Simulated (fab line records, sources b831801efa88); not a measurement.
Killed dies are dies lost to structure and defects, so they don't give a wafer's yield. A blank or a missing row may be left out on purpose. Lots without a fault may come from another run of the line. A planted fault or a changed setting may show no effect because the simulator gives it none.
Which tool did it? | flow gf180mcu | 24 lots, 72 wafers sampled, at 6 steps of a route of 602

WHAT THE GAUGES READ, wafer by wafer
GF_HV_LDD_TW_MEAS_50.
lot  | measured     | on            | HV_LDD_4_TW
L074 | day 12 03:33 | film_metro-03 | 559 556 555
L075 | day 12 17:46 | film_metro-03 | 556 554 558
L076 | day 13 00:17 | film_metro-02 | 572 572 573
L077 | day 13 04:32 | film_metro-03 | 556 562 559
L078 | day 13 10:45 | film_metro-03 | 557 557 557
L079 | day 14 03:29 | film_metro-03 | 553 558 554
L080 | day 14 05:52 | film_metro-03 | 553 554 552
L081 | day 14 14:11 | film_metro-03 | 554 553 554
L082 | day 14 23:08 | film_metro-03 | 557 555 558
L083 | day 15 08:48 | film_metro-03 | 560 561 562
L084 | day 15 18:00 | film_metro-04 | 568 572 574
L085 | day 16 03:26 | film_metro-03 | 559 559 557
L086 | day 16 06:20 | film_metro-02 | 572 569 573
L087 | day 16 23:37 | film_metro-03 | 558 558 560
L088 | day 17 09:14 | film_metro-02 | 571 572 571
L089 | day 17 13:47 | film_metro-04 | 574 571 574
L090 | day 17 22:00 | film_metro-03 | 558 557 559
L091 | day 18 05:19 | film_metro-03 | 554 555 557
L092 | day 18 19:30 | film_metro-04 | 571 575 571
L093 | day 18 23:44 | film_metro-04 | 573 573 576
L094 | day 19 10:58 | film_metro-04 | 574 573 572
L095 | day 19 16:03 | film_metro-02 | 570 574 574
L096 | day 19 17:54 | film_metro-02 | 576 570 577
L097 | day 20 02:46 | film_metro-02 | 574 577 574

GF_V5_BOW_MEAS_05.
lot  | measured     | on            | V5_BOW (um)
L074 | day 26 03:54 | film_metro-03 | 139 146 144
L075 | day 26 16:16 | film_metro-03 | 133 134 121
L076 | day 26 23:00 | film_metro-02 | 137 132 125
L077 | day 27 05:21 | film_metro-03 | 127 144 138
L078 | day 27 08:20 | film_metro-02 | 127 120 125
L079 | day 28 02:01 | film_metro-03 | 130 123 134
L080 | day 28 04:14 | film_metro-03 | 144 139 148
L081 | day 28 13:20 | film_metro-03 | 135 141 133
L082 | day 28 21:35 | film_metro-01 | 138 124 121
L083 | day 29 06:32 | film_metro-01 | 135 139 138
L084 | day 29 13:19 | film_metro-03 | 114 130 118
L085 | day 29 21:29 | film_metro-02 | 130 140 146
L086 | day 30 01:53 | film_metro-03 | 140 134 142
L087 | day 30 15:10 | film_metro-01 | 130 134 148
L088 | day 30 21:40 | film_metro-01 | 127 128 120
L089 | day 31 02:22 | film_metro-02 | 129 138 139
L090 | day 31 05:29 | film_metro-01 | 137 142 134
L091 | day 31 15:15 | film_metro-03 | 136 138 141
L092 | day 31 23:14 | film_metro-03 | 148 134 131
L093 | day 32 02:46 | film_metro-01 | 137 129 142
L094 | day 32 11:33 | film_metro-03 | 116 121 109
L095 | day 32 12:19 | film_metro-03 | 137 125 126
L096 | day 32 15:10 | film_metro-02 | 117 124 117
L097 | day 32 18:03 | film_metro-03 | 135 131 131

GF_V5_THK_MEAS_25: measures by xrf.
lot  | measured     | on            | V5_W_THK (nm)
L074 | day 27 01:43 | film_metro-01 | 352 348 348
L075 | day 27 14:33 | film_metro-01 | 358 354 349
L076 | day 27 20:36 | film_metro-03 | 357 356 361
L077 | day 28 03:02 | film_metro-03 | 359 357 355
L078 | day 28 04:54 | film_metro-01 | 345 349 352
L079 | day 28 22:25 | film_metro-02 | 354 352 350
L080 | day 29 00:43 | film_metro-03 | 356 360 356
L081 | day 29 09:26 | film_metro-03 | 357 358 360
L082 | day 29 18:01 | film_metro-01 | 342 339 336
L083 | day 30 02:13 | film_metro-02 | 357 360 357
L084 | day 30 09:04 | film_metro-03 | 357 354 359
L085 | day 30 16:59 | film_metro-01 | 341 341 349
L086 | day 30 21:32 | film_metro-01 | 342 339 343
L087 | day 31 09:33 | film_metro-01 | 349 347 346
L088 | day 31 16:11 | film_metro-01 | 346 347 342
L089 | day 31 20:23 | film_metro-03 | 356 358 356
L090 | day 31 23:50 | film_metro-03 | 357 360 358
L091 | day 32 09:14 | film_metro-01 | 344 348 346
L092 | day 32 16:41 | film_metro-01 | 343 345 341
L093 | day 32 20:15 | film_metro-02 | 352 349 349
L094 | day 33 05:27 | film_metro-01 | 344 343 340
L095 | day 33 06:05 | film_metro-01 | 341 341 345
L096 | day 33 08:10 | film_metro-02 | 353 355 353
L097 | day 33 11:34 | film_metro-02 | 351 354 355

GF_TOP_METAL_CD_MEAS_14: target cd 440 nm.
lot  | measured     | on        | cd_nm (nm)
L074 | day 27 21:56 | cd_sem-02 | 438.9 439.5 439.8
L075 | day 28 10:28 | cd_sem-02 | 439.6 436.3 439.9
L076 | day 28 16:41 | cd_sem-02 | 441.7 443.0 443.9
L077 | day 28 22:27 | cd_sem-02 | 440.4 442.6 441.6
L078 | day 29 01:12 | cd_sem-02 | 434.6 437.6 436.5
L079 | day 29 18:03 | cd_sem-01 | 439.0 435.0 436.9
L080 | day 29 20:17 | cd_sem-01 | 440.2 438.7 440.1
L081 | day 30 04:40 | cd_sem-02 | 441.0 440.4 439.1
L082 | day 30 13:23 | cd_sem-01 | 439.5 438.8 438.6
L083 | day 30 20:56 | cd_sem-02 | 440.7 441.4 439.4
L084 | day 31 03:23 | cd_sem-02 | 437.5 437.9 440.1
L085 | day 31 10:21 | cd_sem-02 | 440.7 441.6 441.8
L086 | day 31 15:33 | cd_sem-01 | 438.6 438.1 436.9
L087 | day 32 03:20 | cd_sem-01 | 434.6 436.0 433.5
L088 | day 32 09:36 | cd_sem-02 | 439.3 439.2 437.4
L089 | day 32 13:58 | cd_sem-01 | 435.1 437.5 436.3
L090 | day 32 16:47 | cd_sem-02 | 437.6 440.3 440.5
L091 | day 33 02:05 | cd_sem-01 | 433.6 434.9 431.7
L092 | day 33 09:35 | cd_sem-01 | 440.0 438.5 439.5
L093 | day 33 12:08 | cd_sem-02 | 441.4 438.7 437.5
L094 | day 33 21:55 | cd_sem-02 | 437.7 438.0 438.6
L095 | day 33 22:32 | cd_sem-01 | 435.7 435.4 436.9
L096 | day 34 00:17 | cd_sem-02 | 435.5 439.1 439.2
L097 | day 34 03:13 | cd_sem-01 | 437.1 437.2 435.1

WHICH TOOL RAN EACH LOT (tool, then ch and the chambers of the sampled wafers, then the start)
lot  | GF_V4_CMP_26                  | GF_V5_STRIP_18
L074 | cmp-02 ch 0,2,3, day 24 06:41 | plasma_asher-01 ch 0,1, day 27 00:52
L075 | cmp-02 ch 0,1, day 24 19:55   | plasma_asher-04 ch 0,1, day 27 12:39
L076 | cmp-02 ch 2,3, day 25 03:29   | plasma_asher-03 ch 0, day 27 19:43
L077 | cmp-01 ch 0,2,3, day 25 08:53 | plasma_asher-03 ch 0,1, day 28 01:49
L078 | cmp-01 ch 1,3, day 25 12:58   | plasma_asher-01 ch 0, day 28 03:55
L079 | cmp-01 ch 1,2,3, day 26 06:05 | plasma_asher-04 ch 0,1, day 28 21:34
L080 | cmp-02 ch 0,1,3, day 26 10:11 | plasma_asher-01 ch 0,1, day 28 23:52
L081 | cmp-02 ch 1,2,3, day 26 18:09 | plasma_asher-03 ch 0,1, day 29 08:34
L082 | cmp-01 ch 1,2,3, day 27 04:32 | plasma_asher-01 ch 1, day 29 17:09
L083 | cmp-02 ch 0,1, day 27 13:29   | plasma_asher-01 ch 0,1, day 30 01:21
L084 | cmp-02 ch 0,3, day 27 19:53   | plasma_asher-04 ch 0,1, day 30 08:10
L085 | cmp-02 ch 0,2,3, day 28 04:53 | plasma_asher-01 ch 0,1, day 30 16:07
L086 | cmp-02 ch 0,2,3, day 28 08:53 | plasma_asher-03 ch 0,1, day 30 20:40
L087 | cmp-02 ch 1,3, day 28 22:57   | plasma_asher-03 ch 0, day 31 08:40
L088 | cmp-01 ch 0,1,3, day 29 06:02 | plasma_asher-04 ch 0,1, day 31 15:19
L089 | cmp-01 ch 1,3, day 29 11:05   | plasma_asher-01 ch 0,1, day 31 19:28
L090 | cmp-02 ch 0,1,2, day 29 15:05 | plasma_asher-03 ch 0,1, day 31 22:57
L091 | cmp-01 ch 0,1,2, day 30 00:59 | plasma_asher-03 ch 0,1, day 32 08:23
L092 | cmp-01 ch 0,1,3, day 30 09:19 | plasma_asher-03 ch 0,1, day 32 15:48
L093 | cmp-01 ch 2,3, day 30 13:46   | plasma_asher-03 ch 0, day 32 19:21
L094 | cmp-02 ch 1,2,3, day 30 23:04 | plasma_asher-04 ch 0,1, day 33 04:33
L095 | cmp-01 ch 0,2,3, day 31 00:06 | plasma_asher-04 ch 0,1, day 33 05:10
L096 | cmp-02 ch 0,2,3, day 31 02:29 | plasma_asher-01 ch 0,1, day 33 07:02
L097 | cmp-01 ch 1,3, day 31 07:20   | plasma_asher-03 ch 0, day 33 10:42
- GF_V4_CMP_26: polishes, stops on SiO2, t overpolish 15 s, target thk 0 nm.
- GF_V5_STRIP_18: strips in O2/N2.

WHAT THE TOOLS THEMSELVES READ (means of the sampled wafers that have a number; where no wafer has one, the mark that the record gives instead)
GF_V4_CMP_26.
lot  | tool   | edge_zone_pressure_frac | motor_current_A (A) | overpolish_run_s (s) | time_to_endpoint_s (s)
L074 | cmp-02 | 1.001                   | 9.8                 | 14.997               | 86
L075 | cmp-02 | 1.002                   | 11.7                | 15.007               | 81
L076 | cmp-02 | 1.002                   | 9.7                 | 14.998               | 83
L077 | cmp-01 | 0.999                   | 11.1                | 15.005               | 86
L078 | cmp-01 | 1.004                   | 11.9                | 15.000               | 84
L079 | cmp-01 | 0.998                   | 11.4                | 14.995               | 83
L080 | cmp-02 | 1.000                   | 10.9                | 15.003               | 82
L081 | cmp-02 | 1.006                   | 10.5                | 15.008               | 80
L082 | cmp-01 | 0.995                   | 11.2                | 15.008               | 84
L083 | cmp-02 | 1.004                   | 11.8                | 15.004               | 81
L084 | cmp-02 | 0.998                   | 10.7                | 15.001               | 81
L085 | cmp-02 | 0.999                   | 10.3                | 14.990               | 82
L086 | cmp-02 | 0.999                   | 10.4                | 14.992               | 83
L087 | cmp-02 | 1.005                   | 11.2                | 14.999               | 80
L088 | cmp-01 | 1.000                   | 11.4                | 15.004               | 81
L089 | cmp-01 | 1.004                   | 12.0                | 14.995               | 82
L090 | cmp-02 | 1.001                   | 11.0                | 15.004               | 83
L091 | cmp-01 | 0.998                   | 10.7                | 14.997               | 85
L092 | cmp-01 | 0.996                   | 11.1                | 14.998               | 83
L093 | cmp-01 | 1.002                   | 11.4                | 15.005               | 81
L094 | cmp-02 | 1.000                   | 10.5                | 14.989               | 83
L095 | cmp-01 | 1.002                   | 11.0                | 15.002               | 86
L096 | cmp-02 | 1.000                   | 10.0                | 15.001               | 87
L097 | cmp-01 | 1.001                   | 11.8                | 15.002               | 79

GF_V5_STRIP_18.
lot  | tool            | drypump_motor_current_A (A) | heater_power_w (W) | oes_product_au (a.u.) | platen_temp_c (C)
L074 | plasma_asher-01 | 5.2                         | 352                | 0.567                 | 250.08
L075 | plasma_asher-04 | 5.8                         | 332                | 0.565                 | 249.93
L076 | plasma_asher-03 | 5.1                         | 283                | 0.569                 | 250.07
L077 | plasma_asher-03 | 5.5                         | 309                | 0.561                 | 250.08
L078 | plasma_asher-01 | 4.9                         | 365                | 0.566                 | 250.21
L079 | plasma_asher-04 | 5.8                         | 330                | 0.567                 | 250.09
L080 | plasma_asher-01 | 5.5                         | 341                | 0.568                 | 249.86
L081 | plasma_asher-03 | 5.8                         | 330                | 0.564                 | 249.96
L082 | plasma_asher-01 | 5.8                         | 329                | 0.569                 | 250.08
L083 | plasma_asher-01 | 5.5                         | 342                | 0.566                 | 249.82
L084 | plasma_asher-04 | 5.8                         | 333                | 0.565                 | 250.11
L085 | plasma_asher-01 | 5.5                         | 340                | 0.570                 | 249.83
L086 | plasma_asher-03 | 5.8                         | 331                | 0.573                 | 250.01
L087 | plasma_asher-03 | 5.1                         | 284                | 0.566                 | 250.01
L088 | plasma_asher-04 | 5.8                         | 332                | 0.566                 | 250.04
L089 | plasma_asher-01 | 5.2                         | 355                | 0.570                 | 249.93
L090 | plasma_asher-03 | 5.5                         | 297                | 0.570                 | 249.98
L091 | plasma_asher-03 | 5.5                         | 300                | 0.568                 | 249.87
L092 | plasma_asher-03 | 5.5                         | 295                | 0.567                 | 250.01
L093 | plasma_asher-03 | 5.1                         | 281                | 0.572                 | 250.05
L094 | plasma_asher-04 | 6.3                         | 307                | 0.570                 | 250.16
L095 | plasma_asher-04 | 5.8                         | 327                | 0.573                 | 249.94
L096 | plasma_asher-01 | 5.2                         | 351                | 0.573                 | 250.04
L097 | plasma_asher-03 | 5.1                         | 281                | 0.564                 | 250.10

THE ANSWER, worked out from the rows above alone
Rule: what is usual is taken from the lots themselves. Put in order of their means at a reading, lots are off if they are a third of the lots or fewer, leave a main group of 4 or more, and stand apart from it by a gap of 3 or more times the standard deviation of the main group's means; of several such gaps the widest counts. A main group whose means are all the same, to the digits that the tables above print for the reading, isn't used. A lot without any number at a reading at which 4 lots or more have one is off too. The other lots that the step has rows for count as sound. The gauges are gone through in route order, then the tools' own readings, and for those a lot's mean is taken as printed above. The first step at which some lot is off is used, and at that step the reading that is off furthest; a lot without a number counts as furthest.
No lot is off at any reading shown: from this, nothing can be told.

WHAT THE SIMULATOR HAD PUT IN
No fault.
